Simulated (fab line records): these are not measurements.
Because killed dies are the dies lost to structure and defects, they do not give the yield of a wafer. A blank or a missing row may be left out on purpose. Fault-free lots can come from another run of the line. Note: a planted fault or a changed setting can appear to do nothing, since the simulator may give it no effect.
Comparing a struck lot with a sound one + flow sky130 + 17 out of 708 route steps
Sound: wafers L146.2, L146.3, L146.6. Struck: wafer L152.4; the same lot's L152.5 was not struck, so it is left out; see the end for the cause.
Per side, at each step with rows, come the tool, then ch with its chambers, and then its first start. Under that, the readings that differ: sound wafers + struck wafers + difference of the means + sigmas: that difference in standard deviations of wafers without a fault.
alike: same words and numbers on both sides, and readings whose means sit less than 2 such deviations apart. not compared: any withheld reading, any reading some wafer has no value for, any bound like >300 that may hide the same value, and any number with overlapping values for which the record gives no deviation.
The two part at a step that has a row with sigmas, a row that says differs or no value, or rows on one side only. Numbers that don't overlap but have no deviation are shown without sigmas and don't part them. Lack of a reading on every wafer of one side parts them only where that side has two or more wafers.

first, 6 steps without rows for these wafers: SKY_RES_XHIGH_COAT_02 (resist thk 1140 nm); SKY_RES_XHIGH_SOFTBAKE_03 (time 60 s); SKY_RES_XHIGH_EXPOSE_04 (exposes mask URPM, target cd 1270 nm); SKY_RES_XHIGH_PEB_05; SKY_RES_XHIGH_DEVELOP_06 (develop time 60 s); SKY_RES_XHIGH_IMPLANT_07.
SKY_RES_XHIGH_STRIP_08: strips in O2/N2.
  sound on plasmaAsher-01 ch 1, day 26 13:52; struck on plasmaAsher-03 ch 0, day 28 20:11
| reading             | sound             | struck | difference | sigmas |
|---------------------|-------------------|--------|------------|--------|
| oesProductAu (a.u.) | 0.715 0.715 0.711 | 0.703  | -0.011     | -2     |
  alike: drypumpMotorCurrentA, stripTimeToEndpointS
  not compared: rfHoursCounterH
SKY_RES_XHIGH_TW_MEAS_09:
  sound on filmMetro-04, day 26 13:58; struck on filmMetro-02, day 28 20:17
  alike: RES_XHIGH_TW
then, 4 steps without rows for these wafers: SKY_SD_N_DEHYDRATE_00 (time 60 s); SKY_SD_N_HMDS_01 (prime time 60 s); SKY_SD_N_COAT_02 (resist thk 1140 nm); SKY_SD_N_SOFTBAKE_03 (time 60 s).
SKY_SD_N_EXPOSE_04: exposes mask NSDM, target cd 380 nm.
  sound on ilineStepper-01 ch 0, day 27 04:43; struck on ilineStepper-02 ch 0, day 29 09:35
  alike: mask, focusOffsetNm, reticleTempC
then, 2 steps without rows for these wafers: SKY_SD_N_PEB_05; SKY_SD_N_DEVELOP_06 (develop time 60 s).
SKY_SD_N_CD_MEAS_07 targets a cd of 380 nm.
  sound on cdSem-01, day 27 19:11; struck on cdSem-01, day 29 23:49
| reading   | sound             | struck | difference | sigmas |
|-----------|-------------------|--------|------------|--------|
| cdNm (nm) | 377.7 377.3 377.2 | 360.4  | -17.0      | -6     |
SKY_SD_N_OVL_MEAS_08:
  sound on overlay-02, day 27 19:17; struck on overlay-01, day 29 23:54
  alike: SD_N_OVL

== WHERE THEY PART ==
At SKY_RES_XHIGH_STRIP_08 first; at SKY_SD_N_CD_MEAS_07 last (within this record only). Later steps at which nothing parts them and some readings are alike: SKY_SD_N_OVL_MEAS_08.

WHY: whatever the simulator had introduced
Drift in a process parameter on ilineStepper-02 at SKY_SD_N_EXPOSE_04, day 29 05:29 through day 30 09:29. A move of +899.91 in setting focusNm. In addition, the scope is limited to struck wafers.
